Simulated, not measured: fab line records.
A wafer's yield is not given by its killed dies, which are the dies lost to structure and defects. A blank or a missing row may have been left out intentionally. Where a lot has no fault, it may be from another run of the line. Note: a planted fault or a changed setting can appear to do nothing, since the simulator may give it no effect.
One fault through the eyes of 2 desks -- flow sky130 -- each desk has only its own numbers; what lay behind them comes last

== THE METROLOGY DESK ==
Means of the sampled wafers that have a number, per lot and without regard to the tool the lot ran on: this is what the gauges read. Any lot whose mean is over 4 standard deviations away from the usual mean is out of limits and marked OUT; that distance is given in the brackets.
Columns: A = NWELL_TW at SKY_NWELL_TW_MEAS_15, usual 1804; B = NWELL_RS at SKY_NWELL_RS_MEAS_29, usual 623.8 ohm/sq; C = CAPM_OVL at SKY_CAPM_OVL_MEAS_12, usual -0.3 nm
lot,first seen here,A,B,C
L905,day 4 14:23,1791,624.5,0.0
L907,day 5 05:17,1795,621.3,-2.5
L908,day 5 10:40,1785,623.6,0.6
L909,day 5 13:05,1846,625.4,0.2
L910,day 5 16:29,1622 (-10) OUT,744.8 (+67) OUT,-1.4
L911,day 5 23:49,1632 (-9.6) OUT,744.4 (+67) OUT,-1.2
L914,day 6 14:31,1800,626.8,1.7
L915,day 7 00:53,1793,625.3,-0.5
L921,day 8 15:47,1831,623.1,-1.8
L922,day 8 17:58,1793,623.3,-0.1
L927,day 9 21:32,1798,620.1,0.9
L928,day 10 08:18,1793,625.6,-0.3
This desk's finding: out of limits on L910, L911; first on L910, day 5 16:29 (NWELL_TW at SKY_NWELL_TW_MEAS_15). In limits: L905, L907, L908, L909, L914, L915, L921, L922, L927, L928.

== THE TOOL OWNER'S DESK: implanter-04 ==
The tool's own readings at SKY_NWELL_IMPLANT_11: means of the sampled wafers that have a number, for each lot that ran on this tool. Any lot whose mean is over 4 standard deviations away from the usual mean is out of limits and marked OUT; that distance is given in the brackets.
Columns: A = dose ions cm2 at SKY_NWELL_IMPLANT_11, usual 1.9001e+13; B = faraday current uA at SKY_NWELL_IMPLANT_11, usual 107.1
lot,first seen here,A,B
L907,day 5 04:45,1.9005e+13,110.0
L908,day 5 10:07,1.9010e+13,108.2
L909,day 5 12:33,1.9014e+13,107.3
L910,day 5 15:56,1.3694e+13 (-99 or more) OUT,77.4 (-13) OUT
L911,day 5 23:17,1.3714e+13 (-99 or more) OUT,77.3 (-14) OUT
L927,day 9 20:59,1.8996e+13,108.0
This desk's verdict: out of limits on L910, L911, starting with L910 at day 5 15:56 (dose ions cm2 at SKY_NWELL_IMPLANT_11). In limits: L907, L908, L909, L927.

== PUT TOGETHER ==
On L910, L911, at day 5 15:56, an alarm was possible from the tool owner's desk.
L910, L911 would have let the metrology desk raise an alarm at day 5 16:29.
All the named lots went through SKY_NWELL_IMPLANT_11 on implanter-04.

== WHAT HAD BEEN PUT IN BY THE SIMULATOR ==
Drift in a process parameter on implanter-04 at SKY_NWELL_IMPLANT_11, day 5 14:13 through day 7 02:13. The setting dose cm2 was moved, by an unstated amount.
Shown lots that were struck: L910, L911.
Time in hours from fault onset to the first out-of-limits reading at each desk: tool owner's desk 2, metrology desk 2.
